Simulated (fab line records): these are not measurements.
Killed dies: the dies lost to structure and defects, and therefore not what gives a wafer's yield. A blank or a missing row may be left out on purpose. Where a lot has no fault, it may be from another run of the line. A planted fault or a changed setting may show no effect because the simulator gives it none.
A struck lot beside a sound one / flow sky130 / 15 out of 708 route steps
Sound: wafers L497.2, L497.3, L497.4. Wafers L507.1, L507.2, L507.5 were the ones struck. Last of all comes the cause.
Each step with rows lists, per side, the tool, then ch with its chambers, then its first start. Under that, the readings that differ: sound wafers / struck wafers / difference of the means / sigmas: that difference in standard deviations of wafers without a fault.
alike: a reading whose means differ by less than 2 such deviations, as well as words and numbers matching on both sides. not compared: withheld readings; readings where some wafer has no value; bounds like >300 that might hide an equal value; numbers whose values overlap and for which the record gives no deviation.
A row with sigmas, a row that says differs or no value, or rows on one side alone: a step with any of these is where the two part. Numbers that don't overlap but have no deviation are shown without sigmas and don't part them. A reading that every wafer of one side lacks parts them only if that side has two wafers or more.

first, 1 step without rows for these wafers: SKY_POLY_GATE_OXIDATION_20 (stabilise 600 s, purge 300 s, target thk 4 nm).
SKY_POLY_GATE_THK_MEAS_21:
  struck on filmMetro-02, day 22 20:58; sound on filmMetro-01, day 19 10:01
  alike: POLY_GATE_OXIDATION_THK
SKY_POLY_GATE_CD_MEAS_22:
  struck on cdSem-02, day 22 21:02; sound on cdSem-01, day 19 10:05
  alike: cdNm
then, 7 steps without rows for these wafers: SKY_LDD_N_DEHYDRATE_00 (time 60 s); SKY_LDD_N_HMDS_01 (prime time 60 s); SKY_LDD_N_COAT_02 (resist thk 300 nm); SKY_LDD_N_SOFTBAKE_03 (time 60 s); SKY_LDD_N_EXPOSE_04 (exposes mask NTM, target cd 840 nm); SKY_LDD_N_PEB_05; SKY_LDD_N_DEVELOP_06 (develop time 58.15 s).
SKY_LDD_N_OVL_MEAS_07:
  struck on overlay-02, day 24 03:05; sound on overlay-02, day 20 16:10
  alike: LDD_N_OVL
next, for these wafers, 1 step has no rows: SKY_LDD_N_IMPLANT_08.
SKY_LDD_N_IMPLANT_09:
  sound on implanter-04 ch 0, day 20 16:22; struck on implanter-02 ch 0, day 24 03:17
reading=rotationDeg (degrees); sound=112.96 113.06 112.97; struck=247.51 247.49 247.47; difference=+134.49; sigmas=+99 or more
  alike: beamOnS
next, for these wafers, 1 step has no rows: SKY_LDD_N_IMPLANT_10.
-- the record jumps here: 26 days lie between the struck wafers' starts before and after (it left off in module LDD_N and takes up again in module PAD_OPEN, whose first step shown is number 708 of the route) --
SKY_PAD_OPEN_PROBE_99:
  struck on prober-02, day 50 00:17; sound on prober-01, day 47 18:35
  alike: killed_at_M0_to_M3, killed_at_M4_up, killedAtContacts, killedAtFrontEnd, killedAtOther, killedDies, killedOnRim, killedOpen, killedShort

WHERE THEY PART
Only at SKY_LDD_N_IMPLANT_09, as far as this record shows. Later steps at which nothing parts them and some readings are alike: SKY_PAD_OPEN_PROBE_99.

WHY: what had been put in by the simulator
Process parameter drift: implanter-02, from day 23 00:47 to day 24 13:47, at SKY_LDD_N_IMPLANT_09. A move of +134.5 in setting rotationDeg, from 113. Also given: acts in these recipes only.
